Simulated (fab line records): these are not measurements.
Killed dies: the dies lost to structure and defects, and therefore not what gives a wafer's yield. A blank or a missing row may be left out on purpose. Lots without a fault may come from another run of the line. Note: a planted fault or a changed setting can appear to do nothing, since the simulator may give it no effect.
Which of the tools did it?    flow sky130    72 wafers from 24 lots sampled at 3 of the route's 708 steps

WHAT EACH GAUGE READ, for each wafer
SKY_METAL1_RS_MEAS_05: a four-point-probe measurement. Usual: for METAL1_ALCU_RS the level is 0.1263 ohm/sq and the standard deviation is 0.0015.
lot   measured      on             METAL1_ALCU_RS (ohm/sq)  flag
L074  day 32 03:13  film-metro-04  0.1284 0.1283 0.1280     
L075  day 32 04:56  film-metro-03  0.1262 0.1273 0.1266     
L076  day 32 18:12  film-metro-01  0.1236 0.1240 0.1242     
L077  day 32 21:50  film-metro-03  0.1261 0.1242 0.1254     
L078  day 33 04:36  film-metro-04  0.1293 0.1266 0.1292     
L079  day 33 15:56  film-metro-01  0.1260 0.1251 0.1257     
L080  day 34 09:10  film-metro-04  0.1238 0.1256 0.1262     
L081  day 34 13:28  film-metro-03  0.1252 0.1258 0.1255     
L082  day 34 15:05  film-metro-04  0.1265 0.1268 0.1251     
L083  day 34 20:42  film-metro-04  0.1250 0.1254 0.1247     
L084  day 35 09:42  film-metro-04  0.1270 0.1272 0.1279     
L085  day 35 15:04  film-metro-03  0.1274 0.1272 0.1281     
L086  day 35 20:35  film-metro-04  0.1262 0.1251 0.1258     
L087  day 36 10:52  film-metro-04  0.1261 0.1278 0.1278     
L088  day 36 12:59  film-metro-04  0.1247 0.1239 0.1233     
L089  day 37 00:26  film-metro-04  0.1282 0.1280 0.1276     
L090  day 37 05:58  film-metro-04  0.1285 0.1280 0.1270     
L091  day 37 11:46  film-metro-04  0.1234 0.1244 0.1242     
L092  day 37 20:47  film-metro-04  0.1271 0.1255 0.1268     
L093  day 38 01:40  film-metro-04  0.1256 0.1266 0.1262     
L094  day 38 09:32  film-metro-03  0.1234 0.1256 0.1235     
L095  day 38 17:25  film-metro-04  0.1278 0.1278 0.1264     
L096  day 39 01:29  film-metro-04  0.1285 0.1280 0.1287     
L097  day 39 07:03  film-metro-04  0.1249 0.1253 0.1254     

SKY_METAL2_CD_MEAS_15: the cd target is 140 nm. Usual: 140.2 nm for cd-nm, sd 1.3.
lot   measured      on         cd-nm (nm)         flag
L074  day 35 14:52  cd-sem-02  138.3 140.0 138.1  
L075  day 35 17:05  cd-sem-02  138.8 140.8 138.2  
L076  day 36 05:29  cd-sem-01  137.5 137.8 137.1  
L077  day 36 08:29  cd-sem-01  142.3 141.9 142.0  
L078  day 36 15:46  cd-sem-01  140.7 138.2 138.4  
L079  day 37 01:24  cd-sem-01  139.7 140.1 140.8  
L080  day 37 18:51  cd-sem-01  140.5 140.7 139.4  
L081  day 37 22:41  cd-sem-01  139.7 140.8 140.1  
L082  day 38 01:11  cd-sem-01  140.0 139.8 141.2  
L083  day 38 07:10  cd-sem-01  143.1 142.6 140.2  
L084  day 38 19:18  cd-sem-02  139.9 141.5 141.8  
L085  day 39 00:35  cd-sem-02  137.6 139.1 138.3  
L086  day 39 06:52  cd-sem-01  139.6 138.9 140.8  
L087  day 39 20:37  cd-sem-02  139.8 140.4 138.6  
L088  day 39 21:01  cd-sem-01  142.6 142.2 141.6  
L089  day 40 08:55  cd-sem-01  141.5 141.1 141.1  
L090  day 40 14:28  cd-sem-01  140.2 140.4 139.9  
L091  day 40 18:19  cd-sem-02  138.4 139.1 140.0  
L092  day 41 03:54  cd-sem-01  140.3 141.0 139.6  
L093  day 41 08:22  cd-sem-01  138.0 139.4 139.4  
L094  day 41 15:49  cd-sem-01  139.9 139.5 139.5  
L095  day 41 23:01  cd-sem-01  140.9 141.3 141.3  
L096  day 42 07:28  cd-sem-02  140.8 139.5 141.7  
L097  day 42 11:21  cd-sem-01  139.1 140.6 139.4  

WHAT TOOL EACH LOT RAN ON (gives the tool, then ch and the chambers of the sampled wafers, and finally the start)
lot   SKY_METAL1_SPUTTER_04
L074  pvd-sputter-02, day 32 03:10
L075  pvd-sputter-01, day 32 04:53
L076  pvd-sputter-01, day 32 18:08
L077  pvd-sputter-04, day 32 21:44
L078  pvd-sputter-04, day 33 04:32
L079  pvd-sputter-04, day 33 15:54
L080  pvd-sputter-04, day 34 09:04
L081  pvd-sputter-02, day 34 13:21
L082  pvd-sputter-01, day 34 15:01
L083  pvd-sputter-04, day 34 20:38
L084  pvd-sputter-04, day 35 09:39
L085  pvd-sputter-04, day 35 14:56
L086  pvd-sputter-04, day 35 20:32
L087  pvd-sputter-02, day 36 10:49
L088  pvd-sputter-02, day 36 12:56
L089  pvd-sputter-02, day 37 00:23
L090  pvd-sputter-02, day 37 05:55
L091  pvd-sputter-02, day 37 11:41
L092  pvd-sputter-04, day 37 20:44
L093  pvd-sputter-01, day 38 01:32
L094  pvd-sputter-04, day 38 09:29
L095  pvd-sputter-01, day 38 17:20
L096  pvd-sputter-01, day 39 01:26
L097  pvd-sputter-01, day 39 07:00
- SKY_METAL1_SPUTTER_04: material TiN, target thk 70 nm, time 58.3 s.

AS READ BY THE TOOLS THEMSELVES (means over the sampled wafers that have a number; for cases with no such wafer, the mark the record gives instead)
SKY_METAL1_SPUTTER_04. Usual: 30.0 % for throttle-valve-pct, sd 1.1.
lot   tool            throttle-valve-pct (%)  flag
L074  pvd-sputter-02  29.2                    
L075  pvd-sputter-01  29.6                    
L076  pvd-sputter-01  29.8                    
L077  pvd-sputter-04  29.7                    
L078  pvd-sputter-04  29.8                    
L079  pvd-sputter-04  30.2                    
L080  pvd-sputter-04  30.9                    
L081  pvd-sputter-02  29.3                    
L082  pvd-sputter-01  29.8                    
L083  pvd-sputter-04  30.4                    
L084  pvd-sputter-04  30.4                    
L085  pvd-sputter-04  30.8                    
L086  pvd-sputter-04  30.9                    
L087  pvd-sputter-02  29.4                    
L088  pvd-sputter-02  29.5                    
L089  pvd-sputter-02  30.4                    
L090  pvd-sputter-02  30.2                    
L091  pvd-sputter-02  30.6                    
L092  pvd-sputter-04  29.3                    
L093  pvd-sputter-01  29.6                    
L094  pvd-sputter-04  30.6                    
L095  pvd-sputter-01  30.3                    
L096  pvd-sputter-01  29.3                    
L097  pvd-sputter-01  29.8                    

THE ANSWER, worked out from the rows above alone
Rule: lot off if the mean of its wafers having a number is beyond 3 standard deviations from the usual mean. Also off: a lot with no number at a reading for which 4 or more lots have one. Any other lot the step has rows for is counted as sound. First the gauges in route order, then the tools' own readings, where a lot's mean is used as printed above. At the first step where some lot is off, the reading lying furthest off is the one used; lots without a number count as furthest.
Nothing can be told from this: no lot is off at any reading shown.

WHAT HAD BEEN PUT IN BY THE SIMULATOR
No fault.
